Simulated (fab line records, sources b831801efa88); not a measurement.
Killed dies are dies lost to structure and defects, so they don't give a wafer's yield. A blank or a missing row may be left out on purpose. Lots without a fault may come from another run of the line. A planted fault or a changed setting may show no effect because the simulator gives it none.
fab line records | flow sky130
record lots=4 wafers=12 last_day=50
route steps=708 shown VIA3@593 METAL4@598 CAP2M@603 PAD_OPEN@708
lots that met no fault: from a run of the same line without faults
start_h: hours from the record's first day to the start of the lot's first wafer shown | wait_h: hours since the lot's step before | " the same as in the row above | L1.1+2: a row that stands for several wafers | - no value, or no start given | * or withheld: withheld | < > ~ a bound
route shown NAME@n: a module of which the file shows steps, and the number in the route of the first | usual: mean/standard deviation of fault-free wafers | same: alike in all rows | chamber/n: place in a boat | sites: the reading at each site | _std_site: their standard deviation | _edge_site: outer sites' mean less inner sites' | radius_mm: how far each site lies from the wafer's centre | mask NAME#n: copy n | behind: the tool/chamber that last shaped the wafer | hold: why the lot was held/for how many hours/how that ended | device: the transistor (n, p or np) that didn't switch | end of line: the same wafers' tests at the end of the route | a step without rows: its recipe alone | killed: dies lost to structure and defects at the first sort, not the wafer's yield | map: a wafer's dies, x killed, . not, _ none there
set.NAME: the setting as run; set.NAME@STEP: as run at that earlier step | model.NAME: the simulator's own value behind a step, which no gauge read
lots at some steps of the route; a table a step, a row a wafer
services: from which hour (start_h, from the record's first day; less than 0 if before it) a tool's chamber was out of use, for how many hours, and why
## steps
# step SKY_VIA3_SPUTTER_20
# recipe material=TiN target_thk_nm=20 chamber_pressure_pa=5 power_w=4000 time_s=80
# step SKY_VIA3_CVD_21
# recipe material=W target_thk_nm=390 time_s=117.31 temp_c=400 pressure_torr=40
# step SKY_VIA3_CMP_24
# recipe stop_on=SiO2 t_overpolish_s=20 down_force_psi=3.5 platen_rpm=60 target_thk_nm=0 pad_velocity_m_s=0.94248
# step SKY_METAL4_SPUTTER_00
# recipe material=Ti target_thk_nm=15 power_w=3000 time_s=10 chamber_pressure_pa=0.4
# step SKY_METAL4_SPUTTER_01
# recipe material=TiN target_thk_nm=20 power_w=6500 time_s=16.7 chamber_pressure_pa=0.3932
# step SKY_METAL4_SPUTTER_02
# recipe material=AlCu target_thk_nm=735 power_w=10600 time_s=39.1 chamber_pressure_pa=0.4
# step SKY_METAL4_SPUTTER_03
# recipe material=Ti target_thk_nm=5 power_w=3000 time_s=3.3 chamber_pressure_pa=0.4
# step SKY_METAL4_SPUTTER_04
# recipe material=TiN target_thk_nm=70 power_w=6500 time_s=58.3 chamber_pressure_pa=0.4
# step SKY_CAP2M_CVD_00
# recipe material=SiO2 target_thk_nm=15.5 temp_c=400 time_s=withheld rf_w=450
# step SKY_CAP2M_SPUTTER_02
# recipe material=TiN target_thk_nm=200 temp_c=300 power_w=6500 time_s=166.7 chamber_pressure_pa=0.4
# usual throttle_valve_pct=30.1/1.1
# columns lot.wafer tool chamber start_h wait_h throttle_valve_pct model.TiN_of_CAP2M_SPUTTER_02.thk_nm
L176.3 pvd_sputter-01 - 1013.83 0.0 29.7 200.5
L176.4 " - " " 28.0 202.5
L176.5 " - " " 31.2 201.9
L180.3 pvd_sputter-03 - 1044.00 0.0 29.5 203.7
L180.4 " - " " 30.6 201.9
L180.6 " - " " 29.7 203.6
L185.2 pvd_sputter-01 - 1069.60 0.0 31.1 118
L185.3 " - " " 30.3 203.2
L185.4 " - " " 29.6 202.3
L186.2 pvd_sputter-01 - 1080.09 0.0 27.9 115
L186.3 " - " " 30.1 200.8
L186.6 " - " " 30.3 117.4
# step SKY_CAP2M_RS_MEAS_03
# recipe thk_meas_gauge=four-point-probe reads=TiN_of_CAP2M_SPUTTER_02
# usual CAP2M_TIN_RS=6.91/0.077
# columns lot.wafer tool chamber start_h wait_h CAP2M_TIN_RS[ohm/sq]
L176.3 film_metro-04 - 1013.98 0.1 6.90
L176.4 " - " " 6.82
L176.5 " - " " 6.85
L180.3 film_metro-01 - 1044.15 0.1 6.76
L180.4 " - " " 6.85
L180.6 " - " " 6.78
L185.2 film_metro-04 - 1069.73 0.1 11.90
L185.3 " - " " 6.79
L185.4 " - " " 6.84
L186.2 film_metro-02 - 1080.22 0.1 12.20
L186.3 " - " " 6.89
L186.6 " - " " 11.95
# step SKY_CAP2M_THK_MEAS_04
# recipe thk_meas_gauge=xrf reads=TiN_of_CAP2M_SPUTTER_02
# usual CAP2M_TIN_THK=201.7/2.6
# columns lot.wafer tool chamber start_h wait_h CAP2M_TIN_THK[nm]
L176.3 film_metro-04 - 1014.08 0.1 203.7
L176.4 " - " " 204.8
L176.5 " - " " 204.9
L180.3 film_metro-01 - 1044.25 0.1 207.1
L180.4 " - " " 204.1
L180.6 " - " " 205.5
L185.2 film_metro-04 - 1069.84 0.1 119.7
L185.3 " - " " 206.1
L185.4 " - " " 205.0
L186.2 film_metro-02 - 1080.33 0.1 115.3
L186.3 " - " " 202.3
L186.6 " - " " 118.6
# step SKY_CAP2M_DEHYDRATE_05
# recipe temp_c=200 time_s=60
# step SKY_CAP2M_HMDS_06
# recipe prime_time_s=60 prime_temp_c=120
# step SKY_CAP2M_COAT_07
# recipe resist=NOVOLAK spin_rpm=3000 resist_thk_nm=1140
# step SKY_CAP2M_SOFTBAKE_08
# recipe temp_c=90 time_s=60 resist=NOVOLAK
# step SKY_CAP2M_EXPOSE_09
# recipe mask_id=CAP2M na=0.6 source_shape=conventional sigma_outer=0.6 polarization=unpolarized target_cd_nm=1000 dose_mj=159
# step SKY_CAP2M_PEB_10
# recipe temp_c=withheld time_s=* resist=NOVOLAK
# step SKY_CAP2M_DEVELOP_11
# recipe resist=NOVOLAK developer=TMAH develop_time_s=60 dev_temp_c=23
# step SKY_CAP2M_METAL_ETCH_13
# recipe target_depth_nm=220 stop_on=SiO2 chemistry=Cl2/BCl3 target=TiN pressure_mtorr=10 icp_w=900 bias_w=48.5 Cl2_flow_sccm=60 bcl3_flow_sccm=30 time_s=62.9
# usual bcl3_flow_sccm=30.01/0.079 drypump_motor_current_A=5.9/0.42 oes_product_au=0.940/0.0076 throttle_valve_pct=21.902/0.0097
# columns lot.wafer tool chamber start_h wait_h bcl3_flow_sccm drypump_motor_current_A oes_product_au rf_hours_counter_h throttle_valve_pct
L176.3 rie_metal-03 1 1037.96 0.0 29.88 6.3 0.940 - 21.904
L176.4 " 0 " " 29.98 5.5 0.947 - 21.873
L176.5 " 1 " " 29.95 6.3 0.944 - 21.890
L180.3 rie_metal-03 1 1066.66 0.0 29.97 6.3 0.959 - 21.892
L180.4 " 0 " " 29.99 5.5 0.944 - 21.878
L180.6 " 0 " " 30.05 5.5 0.946 - 21.888
L185.2 rie_metal-03 1 1091.74 0.0 30.13 6.4 0.701 8 22.049
L185.3 " 0 " " 29.95 5.5 0.955 - 21.905
L185.4 " 1 " " 30.16 6.4 0.953 - 21.896
L186.2 rie_metal-03 1 1101.64 0.0 29.95 6.3 0.699 9 22.055
L186.3 " 1 " " 30.04 6.4 0.943 - 21.919
L186.6 " 0 " " 30.07 5.5 0.707 - 22.061
# step SKY_CAP2M_STRIP_14
# recipe chemistry=O2/N2 power_w=1400 pressure_mtorr=1500 platen_temp_c=withheld o2_flow_sccm=3000 n2_flow_sccm=300 overash_fraction=0.5
# step SKY_CAP2M_STRIP_15
# recipe chemistry=post_etch_residue_remover time_s=1200 temp_c=72.5
# step SKY_CAP2M_CLEAN_16
# recipe chemistry=IPA time_s=180 temp_c=25
# step SKY_CAP2M_CLEAN_17
# recipe chemistry=O3/DIW dry=n2_spin
# step SKY_METAL4_DEHYDRATE_05
# recipe temp_c=200 time_s=60
# step SKY_METAL4_HMDS_06
# recipe prime_time_s=60 prime_temp_c=120
# step SKY_METAL4_COAT_07
# recipe resist=BARC temp_c=withheld time_s=withheld spin_rpm=3000 resist_thk_nm=60
# step SKY_METAL4_COAT_08
# recipe resist=KrF-thick spin_rpm=3000 resist_thk_nm=1140
# step SKY_METAL4_SOFTBAKE_09
# recipe temp_c=100 time_s=90 resist=KrF-thick
# step SKY_METAL4_EXPOSE_10
# recipe mask_id=MM4 na=0.68 source_shape=annular sigma_inner=0.4 sigma_outer=0.8 target_cd_nm=300 dose_mj=28
# step SKY_METAL4_PEB_11
# recipe peb_temp_c=withheld peb_time_s=withheld resist=KrF-thick
# step SKY_METAL4_DEVELOP_12
# recipe develop_time_s=60 resist=KrF-thick dev_temp_c=22.14
# step SKY_METAL4_DESCUM_15
# recipe chemistry=O2 source_power_w=150 bias_power_w=0 pressure_mtorr=10 temp_c=40 time_s=8
# step SKY_METAL4_ETCH_16
# recipe chemistry=N2/H2 target=BARC ion_energy_ev=200 bias_w=100 pressure_mtorr=30 n2_flow_sccm=100 h2_flow_sccm=200 icp_w=500 stop_on=SiO2 time_s=88.2 target_depth_a=600
# step SKY_METAL4_ETCH_17
# recipe target=SiO2 stop_on=TiN chemistry=C4F8/O2/Ar source_w=1500 bias_w=1200 pressure_mtorr=40 c4f8_flow_sccm=withheld O2_flow_sccm=6 Ar_flow_sccm=300 time_s=3.9 target_depth_a=150
# step SKY_METAL4_METAL_ETCH_18
# recipe target_depth_a=8450 stop_on=SiO2 over_etch_frac=0.3 time_s=183.1 chemistry=Cl2/BCl3 resist_sidewall_deg=88 pressure_mtorr=10 icp_w=900 bias_w=48.5 Cl2_flow_sccm=60 bcl3_flow_sccm=30
# step SKY_METAL4_STRIP_20
# recipe chemistry=post_etch_residue_remover time_s=1200 temp_c=72.5
# usual bath_guard_temp_C=72.5/0.62
# columns lot.wafer tool chamber start_h wait_h bath_guard_temp_C model.TiN_of_CAP2M_SPUTTER_02.thk_nm
L176.3 wet_bench-02 2 1062.63 0.0 71.7 199.7
L176.4 " 2 " " 71.1 201.7
L176.5 " 2 " " 71.2 201
L180.3 wet_bench-02 3 1090.12 0.0 72.1 202.9
L180.4 " 3 " " 72.3 201
L180.6 " 3 " " 72.3 202.7
L185.2 wet_bench-01 3 1114.34 0.1 73.1 117.2
L185.3 " 3 " " 72.9 202.4
L185.4 " 3 " " 73.5 201.4
L186.2 wet_bench-02 0 1124.47 0.1 72.0 114.1
L186.3 " 0 " " 72.3 199.9
L186.6 " 0 " " 72.1 116.6
# step SKY_PAD_OPEN_PROBE_99
# usual defect_limited_yield=82.5/1.9 killed_at_M0_to_M3=43/6.4 killed_at_M4_up=3.3/1.9 killed_at_contacts=24/5.7 killed_at_front_end=15/4.7 killed_at_other=0.3/0.48 killed_dies=86/9.2 killed_open=47/7 killed_short=39/6.5 sort_bin_3_pad_short=0.8/0.38 sort_bin_5_function=10.3/1.4 sort_bin_6_memory=6.3/1.1 sort_n_pass=406/9.2 sort_yield_pct=82.5/1.9
# same gross_dies=492 killed_at_back_side=0 sort_bin_4_leakage[%]=0 sort_bin_8_speed[%]=0
# columns lot.wafer tool chamber start_h wait_h defect_limited_yield[%] killed_at_M0_to_M3 killed_at_M4_up killed_at_contacts killed_at_front_end killed_at_other killed_dies killed_open killed_short sort_bin_3_pad_short[%] sort_bin_5_function[%] sort_bin_6_memory[%] sort_n_pass sort_yield_pct[%] model.etest.cap_mim2.plate_ohm_sq model.etest.cap_mim2.bv_v model.etest.cap_mim2.leak_log10_a_cm2
L176.3 prober-02 - 1154.78 0.2 83.5 36 3 30 12 0 81 46 35 0.2 10.8 5.5 411 83.5 5.988 13.76 -8.963
L176.4 prober-02 - 1154.83 0.2 82.7 36 6 29 14 0 85 42 42 0.8 9.8 6.7 407 82.7 5.917 14.16 -8.976
L176.5 prober-02 - 1154.88 0.2 80.1 42 5 30 21 0 98 54 43 0.6 12.0 7.3 394 80.1 5.96 14.43 -9.175
L180.3 prober-02 - 1177.92 0.2 83.9 44 4 24 6 1 79 40 39 1.2 10.6 4.3 413 83.9 5.886 13.49 -8.961
L180.4 prober-02 - 1177.97 0.2 84.1 45 3 20 10 0 78 37 41 1.2 7.7 6.9 414 84.1 5.947 14.09 -8.931
L180.6 prober-02 - 1178.07 0.2 83.1 35 4 22 22 0 83 43 40 0.4 9.6 6.9 409 83.1 5.901 13.74 -8.957
L185.2 prober-01 - 1198.00 0.1 85.8 33 4 21 12 0 70 33 36 0.2 8.1 5.9 422 85.8 10.08 11.7 -8.071
L185.3 prober-01 - 1198.05 0.2 83.7 44 2 21 13 0 80 47 32 1.0 9.6 5.7 412 83.7 5.846 14.19 -8.966
L185.4 prober-01 - 1198.10 0.2 82.9 32 2 29 19 2 84 45 38 0.8 10.0 6.3 408 82.9 5.923 14.24 -9.053
L186.2 prober-02 - 1203.86 0.1 82.3 42 4 30 10 1 87 45 42 0.4 10.8 6.5 405 82.3 10.51 11.42 -7.978
L186.3 prober-02 - 1203.91 0.2 82.9 43 2 26 13 0 84 56 28 0.6 10.4 6.1 408 82.9 5.967 14.31 -8.954
L186.6 prober-02 - 1204.06 0.2 82.3 43 4 34 6 0 87 54 33 1.4 10.8 5.5 405 82.3 10.15 11.77 -8.073
# killed by level:class
L176.3 CONTACT:geometric_particle:open=12 VIA1:geometric_particle:open=9 LOCAL_INTERCONNECT:geometric_particle:short=7 METAL1:geometric_particle:short=5 FIELD_ISO:geometric_particle:open=4 LI_CONTACT:geometric_particle:open=4 METAL2:geometric_particle:short=4 VIA2:geometric_particle:open=4
L176.4 LOCAL_INTERCONNECT:geometric_particle:short=10 VIA2:geometric_particle:open=8 CONTACT:geometric_particle:open=6 VIA2:geometric_particle:short=6 VIA1:geometric_particle:open=5 VIA3:geometric_particle:open=5 POLY_GATE:geometric_particle:open=4 LI_CONTACT:geometric_particle:short=4
L176.5 CONTACT:geometric_particle:open=10 LI_CONTACT:geometric_particle:open=9 VIA3:geometric_particle:open=8 VIA1:geometric_particle:open=8 FIELD_ISO:geometric_particle:short=7 CONTACT:geometric_particle:short=6 POLY_GATE:geometric_particle:open=5 METAL1:geometric_particle:short=5
L180.3 VIA1:geometric_particle:open=10 VIA2:geometric_particle:open=7 METAL1:geometric_particle:short=6 METAL2:geometric_particle:short=6 CONTACT:geometric_particle:short=6 LI_CONTACT:geometric_particle:open=6 CONTACT:geometric_particle:open=6 LOCAL_INTERCONNECT:geometric_particle:short=4
L180.4 VIA1:geometric_particle:open=11 CONTACT:geometric_particle:open=6 METAL2:geometric_particle:short=6 METAL1:geometric_particle:short=5 METAL3:geometric_particle:short=5 FIELD_ISO:geometric_particle:open=4 VIA2:geometric_particle:open=4 LI_CONTACT:geometric_particle:open=4
L180.6 VIA1:geometric_particle:open=12 CONTACT:geometric_particle:open=10 POLY_GATE:geometric_particle:short=6 METAL1:geometric_particle:short=6 FIELD_ISO:geometric_particle:open=5 VIA2:geometric_particle:open=5 FIELD_ISO:geometric_particle:short=4 POLY_GATE:geometric_particle:open=4
L185.2 LI_CONTACT:geometric_particle:open=8 METAL2:geometric_particle:short=7 VIA2:geometric_particle:open=6 CONTACT:geometric_particle:open=5 VIA1:geometric_particle:open=5 POLY_GATE:geometric_particle:open=4 CONTACT:geometric_particle:short=4 VIA1:geometric_particle:short=4
L185.3 VIA1:geometric_particle:open=19 CONTACT:geometric_particle:open=7 POLY_GATE:geometric_particle:short=6 VIA2:geometric_particle:open=6 LI_CONTACT:geometric_particle:open=5 VIA1:geometric_particle:short=5 LOCAL_INTERCONNECT:geometric_particle:short=4 CONTACT:geometric_particle:short=4
L185.4 LI_CONTACT:geometric_particle:open=8 CONTACT:geometric_particle:open=7 FIELD_ISO:geometric_particle:short=6 POLY_GATE:geometric_particle:open=5 LI_CONTACT:geometric_particle:short=5 CONTACT:geometric_particle:short=5 VIA1:geometric_particle:open=5 METAL2:geometric_particle:short=5
L186.2 VIA1:geometric_particle:open=17 VIA1:geometric_particle:short=9 LOCAL_INTERCONNECT:geometric_particle:short=9 LI_CONTACT:geometric_particle:open=7 CONTACT:geometric_particle:open=6 CONTACT:geometric_particle:short=5 METAL1:geometric_particle:short=5 METAL2:geometric_particle:short=4
L186.3 VIA1:geometric_particle:open=15 LI_CONTACT:geometric_particle:open=10 CONTACT:geometric_particle:open=9 VIA3:geometric_particle:open=7 POLY_GATE:geometric_particle:short=5 VIA1:geometric_particle:short=4 CONTACT:geometric_particle:short=4 VIA3:geometric_particle:short=4
L186.6 CONTACT:geometric_particle:open=17 VIA1:geometric_particle:open=9 VIA3:geometric_particle:open=8 LI_CONTACT:geometric_particle:open=7 METAL2:geometric_particle:short=5 VIA3:geometric_particle:short=5 LOCAL_INTERCONNECT:geometric_particle:short=4 VIA1:geometric_particle:short=4
## services
# columns tool chamber start_h hours kind
pvd_sputter-01 - 1022.04 2.3 repair
pvd_sputter-03 3 1033.97 - consumable_replace:kit
pvd_sputter-03 3 1033.97 18.0 scheduled_down
pvd_sputter-03 3 1033.97 18.0 vent_cycle
pvd_sputter-03 - 1066.26 3.9 repair
pvd_sputter-01 3 1084.71 - consumable_replace:kit
pvd_sputter-01 3 1084.71 18.0 scheduled_down
pvd_sputter-01 3 1084.71 18.0 vent_cycle
pvd_sputter-01 - 1090.70 10.6 repair
## key
first_sign step=SKY_CAP2M_RS_MEAS_03 reading=CAP2M_TIN_RS direction=up sigmas=66 usual=6.91 struck=12.01
effect step=SKY_CAP2M_THK_MEAS_04 reading=CAP2M_TIN_THK direction=down sigmas=32 usual=201.7 struck=117.9
effect step=SKY_CAP2M_METAL_ETCH_13 reading=oes_product_au direction=down sigmas=31 usual=0.940 struck=0.702
model_effect step=SKY_CAP2M_SPUTTER_02 value=TiN_of_CAP2M_SPUTTER_02.thk_nm without=201 struck=116.8
model_effect step=SKY_METAL4_STRIP_20 value=TiN_of_CAP2M_SPUTTER_02.thk_nm without=200.1 struck=115.9
model_effect step=SKY_PAD_OPEN_PROBE_99 value=etest.cap_mim2.plate_ohm_sq without=5.955 struck=10.25
met_at SKY_CAP2M_SPUTTER_02
struck_wafers L185.2,L186.2,L186.6
onset_between 1013.83 1069.60
fault kind=process_parameter_drift tool=pvd_sputter-01 chamber=- onset_h=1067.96 steps=SKY_CAP2M_SPUTTER_02 channel=target_thk_nm offset=-84.173 shape=step end_h=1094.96 scope=struck_wafers_only acts_in=these_recipes_only stated=200
